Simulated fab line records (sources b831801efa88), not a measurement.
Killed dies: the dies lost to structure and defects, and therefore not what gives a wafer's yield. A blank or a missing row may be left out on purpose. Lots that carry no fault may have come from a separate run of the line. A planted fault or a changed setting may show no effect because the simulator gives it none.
fab line records | flow sky130
[record] lots = 11 | wafers = 33 | last-day = 50
route steps=708 shown VT_ADJUST_NCORE@123 LDD_HVP@287 LOCAL_INTERCONNECT@400
lots with no fault: from the same line, run without faults
start-h: start of the lot's first displayed wafer, in hours after the record's first day | wait-h: hours elapsed since this lot's preceding step | " repeats the value in the row above | L1.1+2: one row covering several wafers at once | - no value present, or no start provided | * or withheld: withheld | < > ~ a bound
route shown NAME@n: NAME is a module with steps in the file, n the number in the route of the first one | usual: mean and standard deviation over wafers with no fault | same: alike in all rows | chamber/n: place in a boat | sites: each site's reading | _std_site: their standard deviation | _edge_site: outer sites' mean less inner sites' | radius-mm: how far each site lies from the wafer's centre | mask NAME#n: copy n | behind: tool/chamber where the wafer was last shaped | hold: cause of the lot's hold/its duration in hours/its outcome | device: transistor that didn't switch, given as n, p or np | end of line: the tests these same wafers got at the end of their route | a step given without rows: its recipe and nothing more | killed: dies lost to structure and defects at the first sort, not the wafer's yield | map: per-die view of a wafer (x killed, . not killed, _ where there is no die)
set.NAME: setting as actually run; set.NAME@STEP: the setting as run at that earlier step | model.NAME: the simulator's own value behind a step, which no gauge read
steps of the route over a sample of lots; a table a step, a row a wafer
services: the hour from which a tool's chamber was out of use, counted from the record's first day as start-h (under 0 if before that day), plus the number of hours and why
[[steps]]
[step SKY_VT_ADJUST_NCORE_EXPOSE_04]
[recipe] mask-id = LVTN_COMPLEMENT_THIN | na = 0.6 | source-shape = conventional | sigma-outer = 0.6 | polarization = unpolarized | target-cd-nm = 380 | dose-mj = 139
lot.wafer  | tool             | chamber | start-h | wait-h | mask
L345.1+3+6 | iline-stepper-02 | 0       | 181.20  | -      | LVTN_COMPLEMENT_THIN#0
L347.2+3+4 | iline-stepper-01 | 0       | 193.39  | -      | LVTN_COMPLEMENT_THIN#0
L348.2+3+5 | iline-stepper-02 | 0       | 202.99  | -      | LVTN_COMPLEMENT_THIN#0
L349.2+4+5 | iline-stepper-01 | 0       | 215.31  | -      | LVTN_COMPLEMENT_THIN#0
L350.1+3+6 | iline-stepper-01 | 0       | 220.60  | -      | LVTN_COMPLEMENT_THIN#0
L352.3+4+5 | iline-stepper-01 | 0       | 233.69  | -      | LVTN_COMPLEMENT_THIN#0
L353.1+4+5 | iline-stepper-02 | 0       | 237.07  | -      | LVTN_COMPLEMENT_THIN#0
L358.1+3+5 | iline-stepper-01 | 0       | 282.17  | -      | LVTN_COMPLEMENT_THIN#0
L362.1+4+5 | iline-stepper-01 | 0       | 309.35  | -      | LVTN_COMPLEMENT_THIN#0
L363.1+3+4 | iline-stepper-01 | 0       | 315.25  | -      | LVTN_COMPLEMENT_THIN#0
L366.1+2+3 | iline-stepper-02 | 0       | 346.20  | -      | LVTN_COMPLEMENT_THIN#0
[step SKY_VT_ADJUST_NCORE_CD_MEAS_07]
[recipe] target-cd-nm = 380
[usual] cd-nm = 379.7/2.2
lot.wafer | tool      | chamber | start-h | wait-h | hold                     | cd-nm
L345.1    | cd-sem-02 | -       | 191.56  | 0.1    | -                        | 381.4
L345.3    | "         | -       | "       | "      | -                        | 381.9
L345.6    | "         | -       | "       | "      | -                        | 381.5
L347.2    | cd-sem-01 | -       | 203.82  | 0.1    | -                        | 381.4
L347.3    | "         | -       | "       | "      | -                        | 381.1
L347.4    | "         | -       | "       | "      | -                        | 381.4
L348.2    | cd-sem-01 | -       | 212.52  | 0.1    | -                        | 379.2
L348.3    | "         | -       | "       | "      | -                        | 381.1
L348.5    | "         | -       | "       | "      | -                        | 378.6
L349.2    | cd-sem-01 | -       | 226.72  | 0.1    | -                        | 380.8
L349.4    | "         | -       | "       | "      | -                        | 380.7
L349.5    | "         | -       | "       | "      | -                        | 378.5
L350.1    | cd-sem-01 | -       | 231.75  | 0.1    | -                        | 380.9
L350.3    | "         | -       | "       | "      | -                        | 379.4
L350.6    | "         | -       | "       | "      | -                        | 379.2
L352.3    | cd-sem-02 | -       | 244.95  | 0.1    | -                        | 381.2
L352.4    | "         | -       | "       | "      | -                        | 380.9
L352.5    | "         | -       | "       | "      | -                        | 377.9
L353.1    | cd-sem-02 | -       | 248.85  | 0.1    | -                        | 382.2
L353.4    | "         | -       | "       | "      | -                        | 380.4
L353.5    | "         | -       | "       | "      | -                        | 380.4
L358.1    | cd-sem-01 | -       | 294.75  | 0.1    | -                        | 384.3
L358.3    | "         | -       | "       | "      | -                        | 383.9
L358.5    | "         | -       | "       | "      | -                        | 383.5
L362.1    | cd-sem-02 | -       | 322.50  | 0.1    | await-dispo/0.2h/release | 365.6
L362.4    | "         | -       | "       | "      | await-dispo/0.2h/release | 361.0
L362.5    | "         | -       | "       | "      | await-dispo/0.2h/release | 362.3
L362.1    | cd-sem-02 | -       | 322.79  | 0.3    | -                        | 365.3
L362.4    | "         | -       | "       | "      | -                        | 361.0
L362.5    | "         | -       | "       | "      | -                        | 362.7
L363.1    | cd-sem-01 | -       | 328.11  | 0.1    | await-dispo/0.2h/release | 345.7
L363.3    | "         | -       | "       | "      | await-dispo/0.2h/release | 365.9
L363.4    | "         | -       | "       | "      | await-dispo/0.2h/release | 362.3
L363.1    | cd-sem-01 | -       | 328.40  | 0.3    | -                        | 345.7
L363.3    | "         | -       | "       | "      | -                        | 365.8
L363.4    | "         | -       | "       | "      | -                        | 362.0
L366.1    | cd-sem-01 | -       | 359.70  | 0.1    | -                        | 380.5
L366.2    | "         | -       | "       | "      | -                        | 382.4
L366.3    | "         | -       | "       | "      | -                        | 381.8
[step SKY_LDD_HVP_STRIP_09]
[recipe] chemistry = O2/N2 | power-w = 1400 | pressure-mtorr = 1500 | platen-temp-c = withheld | o2-flow-sccm = 3000 | n2-flow-sccm = 300 | overash-fraction = 0.5
[usual] drypump-motor-current-A = 6.0/0.36 | n2-flow-sccm = 300.1/0.9 | oes-product-au = 0.409/0.0048 | strip-time-to-endpoint-s = 4.136/0.016
[same] overash-fraction = 0.5
lot.wafer | tool            | chamber | start-h | wait-h | drypump-motor-current-A | n2-flow-sccm | oes-product-au | rf-hours-counter-h | strip-time-to-endpoint-s
L345.1    | plasma-asher-01 | 1       | 505.28  | 0.1    | 5.9                     | 299.8        | 0.404          | 40                 | 4.144
L345.3    | "               | 0       | "       | "      | 6.7                     | 300.3        | 0.405          | -                  | 4.122
L345.6    | "               | 0       | "       | "      | 6.7                     | 300.3        | 0.413          | -                  | 4.147
L347.2    | plasma-asher-02 | 1       | 521.73  | 0.1    | 5.6                     | 298.8        | 0.413          | 9                  | 4.126
L347.3    | "               | 0       | "       | "      | 6.1                     | 301.0        | 0.401          | -                  | 4.121
L347.4    | "               | 1       | "       | "      | 5.6                     | 299.0        | 0.402          | -                  | 4.118
L348.2    | plasma-asher-02 | 0       | 541.28  | 0.1    | 6.1                     | 298.7        | 0.405          | 11                 | 4.142
L348.3    | "               | 0       | "       | "      | 6.1                     | 299.7        | 0.406          | -                  | 4.129
L348.5    | "               | 1       | "       | "      | 5.6                     | 299.9        | 0.406          | -                  | 4.131
L349.2    | plasma-asher-03 | 0       | 553.38  | 0.1    | 5.6                     | 300.6        | 0.408          | 81                 | 4.115
L349.4    | "               | 1       | "       | "      | 6.1                     | 301.7        | 0.397          | -                  | 4.141
L349.5    | "               | 0       | "       | "      | 5.5                     | 299.7        | 0.402          | -                  | 4.131
L350.1    | plasma-asher-02 | 0       | 561.13  | 0.1    | 6.1                     | 300.2        | 0.411          | 14                 | 4.140
L350.3    | "               | 1       | "       | "      | 5.6                     | 297.8        | 0.411          | -                  | 4.152
L350.6    | "               | 1       | "       | "      | 5.6                     | 298.7        | 0.405          | -                  | 4.140
L352.3    | plasma-asher-02 | 1       | 580.56  | 0.1    | 5.6                     | 300.5        | 0.407          | -                  | 4.135
L352.4    | "               | 0       | "       | "      | 6.0                     | 300.2        | 0.410          | -                  | 4.139
L352.5    | "               | 1       | "       | "      | 5.6                     | 300.0        | 0.411          | -                  | 4.128
L353.1    | plasma-asher-02 | 1       | 581.73  | 0.1    | 5.7                     | 298.8        | 0.411          | 16                 | 4.134
L353.4    | "               | 1       | "       | "      | 5.7                     | 299.0        | 0.415          | -                  | 4.141
L353.5    | "               | 0       | "       | "      | 6.0                     | 299.9        | 0.408          | -                  | 4.158
L358.1    | plasma-asher-02 | 1       | 636.93  | 0.1    | 5.6                     | 300.8        | 0.403          | 21                 | 4.155
L358.3    | "               | 1       | "       | "      | 5.6                     | 301.5        | 0.407          | -                  | 4.157
L358.5    | "               | 1       | "       | "      | 5.6                     | 302.1        | 0.414          | -                  | 4.155
L362.1    | plasma-asher-02 | 1       | 662.48  | 0.1    | 5.7                     | 300.0        | 0.411          | 23                 | 4.173
L362.4    | "               | 1       | "       | "      | 5.7                     | 300.9        | 0.418          | -                  | 4.154
L362.5    | "               | 1       | "       | "      | 5.7                     | 300.5        | 0.404          | -                  | 4.145
L363.1    | plasma-asher-02 | 0       | 671.48  | 0.1    | 6.1                     | 300.9        | 0.413          | 24                 | 4.163
L363.3    | "               | 1       | "       | "      | 5.7                     | 300.6        | 0.413          | -                  | 4.143
L363.4    | "               | 0       | "       | "      | 6.1                     | 301.0        | 0.417          | -                  | 4.156
L366.1    | plasma-asher-01 | 0       | 700.38  | 0.1    | 6.7                     | 301.1        | 0.408          | 61                 | 4.124
L366.2    | "               | 1       | "       | "      | 5.9                     | 300.6        | 0.414          | 61                 | 4.134
L366.3    | "               | 1       | "       | "      | 5.9                     | 299.3        | 0.408          | -                  | 4.127
[step SKY_LOCAL_INTERCONNECT_ETCH_13]
[recipe] chemistry = N2/H2 | target = BARC | ion-energy-ev = 200 | bias-w = 100 | pressure-mtorr = 30 | n2-flow-sccm = 100 | h2-flow-sccm = 200 | icp-w = 500 | stop-on = SiO2 | time-s = 45.9 | target-depth-a = 600
[usual] drypump-motor-current-A = 5.6/0.34 | n2-flow-sccm = 100.0/0.34 | oes-product-au = 0.854/0.0045 | throttle-valve-pct = 13.225/0.0087
lot.wafer | tool         | chamber | start-h | wait-h | drypump-motor-current-A | n2-flow-sccm | oes-product-au | rf-hours-counter-h | throttle-valve-pct
L345.1    | rie-metal-03 | 0       | 713.15  | 0.0    | 5.9                     | 99.9         | 0.852          | 4                  | 13.211
L345.3    | "            | 1       | "       | "      | 5.5                     | 100.2        | 0.851          | -                  | 13.229
L345.6    | "            | 1       | "       | "      | 5.5                     | 100.6        | 0.854          | -                  | 13.231
L347.2    | rie-metal-02 | 0       | 730.67  | 0.0    | 5.5                     | 100.4        | 0.856          | -                  | 13.230
L347.3    | "            | 0       | "       | "      | 5.5                     | 100.2        | 0.858          | -                  | 13.219
L347.4    | "            | 0       | "       | "      | 5.5                     | 100.3        | 0.858          | -                  | 13.214
L348.2    | rie-metal-03 | 1       | 747.25  | 0.0    | 5.5                     | 99.7         | 0.854          | 7                  | 13.208
L348.3    | "            | 0       | "       | "      | 5.9                     | 100.5        | 0.848          | -                  | 13.195
L348.5    | "            | 0       | "       | "      | 5.9                     | 100.4        | 0.857          | -                  | 13.234
L349.2    | rie-metal-03 | 0       | 760.57  | 0.0    | 5.9                     | 99.9         | 0.863          | 6                  | 13.240
L349.4    | "            | 0       | "       | "      | 5.9                     | 100.3        | 0.851          | -                  | 13.219
L349.5    | "            | 1       | "       | "      | 5.5                     | 99.8         | 0.855          | -                  | 13.227
L350.1    | rie-metal-02 | 1       | 764.47  | 0.0    | 5.7                     | 99.7         | 0.850          | 8                  | 13.228
L350.3    | "            | 1       | "       | "      | 5.7                     | 99.7         | 0.853          | -                  | 13.217
L350.6    | "            | 1       | "       | "      | 5.8                     | 99.8         | 0.849          | -                  | 13.221
L353.1    | rie-metal-01 | 1       | 785.07  | 0.0    | 6.0                     | 100.0        | 0.857          | 12                 | 13.230
L353.4    | "            | 1       | "       | "      | 6.0                     | 99.8         | 0.850          | -                  | 13.216
L353.5    | "            | 1       | "       | "      | 6.0                     | 99.3         | 0.855          | -                  | 13.221
L352.3    | rie-metal-03 | 1       | 785.40  | 0.1    | 5.4                     | 100.3        | 0.856          | -                  | 13.220
L352.4    | "            | 1       | "       | "      | 5.5                     | 100.2        | 0.858          | -                  | 13.226
L352.5    | "            | 1       | "       | "      | 5.4                     | 100.0        | 0.854          | -                  | 13.218
L358.1    | rie-metal-02 | 1       | 835.85  | 0.0    | 5.8                     | 100.1        | 0.848          | 11                 | 13.243
L358.3    | "            | 0       | "       | "      | 5.5                     | 100.4        | 0.854          | -                  | 13.225
L358.5    | "            | 1       | "       | "      | 5.7                     | 100.0        | 0.856          | -                  | 13.223
L362.1    | rie-metal-01 | 1       | 858.82  | 0.0    | 6.0                     | 99.5         | 0.851          | 15                 | 13.213
L362.4    | "            | 1       | "       | "      | 6.0                     | 100.1        | 0.855          | -                  | 13.229
L362.5    | "            | 0       | "       | "      | 4.9                     | 99.6         | 0.862          | -                  | 13.216
L363.1    | rie-metal-03 | 0       | 868.55  | 0.0    | 5.9                     | 100.2        | 0.853          | 11                 | 13.242
L363.3    | "            | 1       | "       | "      | 5.4                     | 100.3        | 0.852          | -                  | 13.221
L363.4    | "            | 0       | "       | "      | 5.9                     | 100.2        | 0.849          | -                  | 13.237
L366.1    | rie-metal-03 | 1       | 891.35  | 0.0    | 5.5                     | 99.8         | 0.855          | 14                 | 13.227
L366.2    | "            | 0       | "       | "      | 5.9                     | 100.3        | 0.857          | 11                 | 13.230
L366.3    | "            | 1       | "       | "      | 5.5                     | 100.0        | 0.853          | -                  | 13.217
[step SKY_LOCAL_INTERCONNECT_METAL_ETCH_14]
[recipe] target-depth-nm = 110 | stop-on = PSG | chemistry = Cl2/BCl3 | target = TiN | resist-sidewall-deg = 88 | pressure-mtorr = 10 | icp-w = 900 | bias-w = 48.5 | Cl2_flow_sccm = 60 | bcl3-flow-sccm = 30 | time-s = 31.4
[usual] drypump-motor-current-A = 5.6/0.34 | mfc-cl2-sccm = 59.97/0.19 | oes-product-au = 0.938/0.0083 | throttle-valve-pct = 21.904/0.0095
lot.wafer | tool         | chamber | start-h | wait-h | drypump-motor-current-A | mfc-cl2-sccm | oes-product-au | rf-hours-counter-h | throttle-valve-pct
L345.1    | rie-metal-03 | 0       | 713.21  | 0.0    | 5.9                     | 59.98        | 0.949          | 4                  | 21.909
L345.3    | "            | 1       | "       | "      | 5.4                     | 59.94        | 0.952          | -                  | 21.890
L345.6    | "            | 1       | "       | "      | 5.4                     | 60.22        | 0.958          | -                  | 21.894
L347.2    | rie-metal-02 | 0       | 730.79  | 0.1    | 5.5                     | 59.93        | 0.933          | -                  | 21.905
L347.3    | "            | 0       | "       | "      | 5.5                     | 59.80        | 0.932          | -                  | 21.906
L347.4    | "            | 0       | "       | "      | 5.5                     | 59.79        | 0.929          | -                  | 21.896
L348.2    | rie-metal-03 | 1       | 747.31  | 0.0    | 5.4                     | 59.87        | 0.930          | 7                  | 21.886
L348.3    | "            | 0       | "       | "      | 5.9                     | 60.12        | 0.940          | -                  | 21.892
L348.5    | "            | 0       | "       | "      | 5.9                     | 59.93        | 0.941          | -                  | 21.906
L349.2    | rie-metal-03 | 0       | 760.63  | 0.0    | 5.9                     | 59.95        | 0.940          | 6                  | 21.896
L349.4    | "            | 0       | "       | "      | 5.9                     | 59.94        | 0.945          | -                  | 21.914
L349.5    | "            | 1       | "       | "      | 5.4                     | 59.61        | 0.937          | -                  | 21.908
L350.1    | rie-metal-02 | 1       | 764.59  | 0.1    | 5.8                     | 60.25        | 0.928          | 9                  | 21.911
L350.3    | "            | 1       | "       | "      | 5.8                     | 60.08        | 0.927          | -                  | 21.910
L350.6    | "            | 1       | "       | "      | 5.8                     | 60.12        | 0.932          | -                  | 21.907
L353.1    | rie-metal-01 | 1       | 785.13  | 0.0    | 6.0                     | 60.15        | 0.935          | 12                 | 21.893
L353.4    | "            | 1       | "       | "      | 6.0                     | 60.35        | 0.935          | -                  | 21.894
L353.5    | "            | 1       | "       | "      | 6.0                     | 60.23        | 0.939          | -                  | 21.902
L352.3    | rie-metal-03 | 1       | 785.52  | 0.1    | 5.4                     | 59.83        | 0.944          | -                  | 21.904
L352.4    | "            | 1       | "       | "      | 5.4                     | 59.84        | 0.957          | -                  | 21.907
L352.5    | "            | 1       | "       | "      | 5.5                     | 59.81        | 0.948          | -                  | 21.892
L358.1    | rie-metal-02 | 1       | 835.91  | 0.0    | 5.8                     | 59.76        | 0.941          | 11                 | 21.898
L358.3    | "            | 0       | "       | "      | 5.5                     | 59.84        | 0.949          | -                  | 21.898
L358.5    | "            | 1       | "       | "      | 5.7                     | 59.51        | 0.943          | -                  | 21.911
L362.1    | rie-metal-01 | 1       | 858.88  | 0.0    | 6.0                     | 60.22        | 0.945          | 15                 | 21.912
L362.4    | "            | 1       | "       | "      | 6.0                     | 59.94        | 0.929          | -                  | 21.907
L362.5    | "            | 0       | "       | "      | 4.9                     | 60.04        | 0.929          | -                  | 21.902
L363.1    | rie-metal-03 | 0       | 868.62  | 0.0    | 5.9                     | 60.11        | 0.931          | 11                 | 21.904
L363.3    | "            | 1       | "       | "      | 5.5                     | 59.75        | 0.928          | -                  | 21.917
L363.4    | "            | 0       | "       | "      | 5.9                     | 59.95        | 0.946          | -                  | 21.887
L366.1    | rie-metal-03 | 1       | 891.42  | 0.0    | 5.5                     | 59.91        | 0.939          | 14                 | 21.912
L366.2    | "            | 0       | "       | "      | 5.9                     | 59.93        | 0.935          | 12                 | 21.888
L366.3    | "            | 1       | "       | "      | 5.5                     | 59.79        | 0.943          | -                  | 21.904
[[services]]
tool             | chamber | start-h | hours | kind
rie-metal-02     | 0       | 164.09  | 10.6  | repair
rie-metal-03     | 0       | 255.04  | 24.5  | repair
plasma-asher-02  | -       | 273.61  | 2.2   | repair
iline-stepper-01 | -       | 284.71  | 2.1   | pm
iline-stepper-01 | -       | 373.20  | 8.9   | pm
rie-metal-03     | -       | 379.54  | 0.8   | repair
iline-stepper-01 | -       | 397.90  | 1.7   | pm
rie-metal-03     | -       | 409.85  | 0.5   | repair
plasma-asher-02  | -       | 421.25  | 9.0   | pm
iline-stepper-01 | -       | 473.47  | 6.1   | repair
plasma-asher-02  | -       | 477.81  | 4.1   | repair
iline-stepper-01 | -       | 526.00  | 8.4   | repair
iline-stepper-01 | -       | 531.08  | 3.3   | repair
plasma-asher-02  | -       | 597.75  | 2.9   | repair
iline-stepper-01 | -       | 616.08  | 1.7   | pm
rie-metal-03     | -       | 651.69  | 2.8   | pm
plasma-asher-02  | -       | 691.95  | 2.8   | pm
iline-stepper-01 | -       | 712.61  | 4.4   | pm
iline-stepper-01 | -       | 771.33  | 1.3   | repair
rie-metal-03     | 0       | 778.71  | 10.2  | repair
rie-metal-03     | 0       | 795.65  | 12.7  | repair
iline-stepper-01 | -       | 834.26  | 1.7   | pm
rie-metal-03     | 1       | 853.32  | 9.6   | repair
plasma-asher-02  | -       | 872.94  | 14.6  | pm
[[key]]
[first-sign] step = SKY_VT_ADJUST_NCORE_CD_MEAS_07 | reading = visit | direction = added
[effect] step = SKY_VT_ADJUST_NCORE_CD_MEAS_07 | reading = cd-nm | direction = down | sigmas = 8.6 | usual = 379.7 | struck = 360.4
met-at SKY_VT_ADJUST_NCORE_EXPOSE_04
struck-lots L362,L363
tester-left-out L362,L363
not-acting-at SKY_LDD_HVP_STRIP_09,SKY_LOCAL_INTERCONNECT_ETCH_13,SKY_LOCAL_INTERCONNECT_METAL_ETCH_14
onset-between 282.17 309.35
[fault] kind = process-parameter-drift | tool = iline-stepper-01 | chamber = - | onset-h = 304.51 | steps = SKY_VT_ADJUST_NCORE_EXPOSE_04 | channel = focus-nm | offset = 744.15 | spread-by-wafer = 0.3 | shape = step | end-h = 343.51
// tester-left-out: of these lots the tester's yield and bins aren't shown, on N5 and GAA mostly nor the transistor test; their killed dies are dies lost to structure and defects alone, not to doping, threshold or leakage, so they don't give the yield
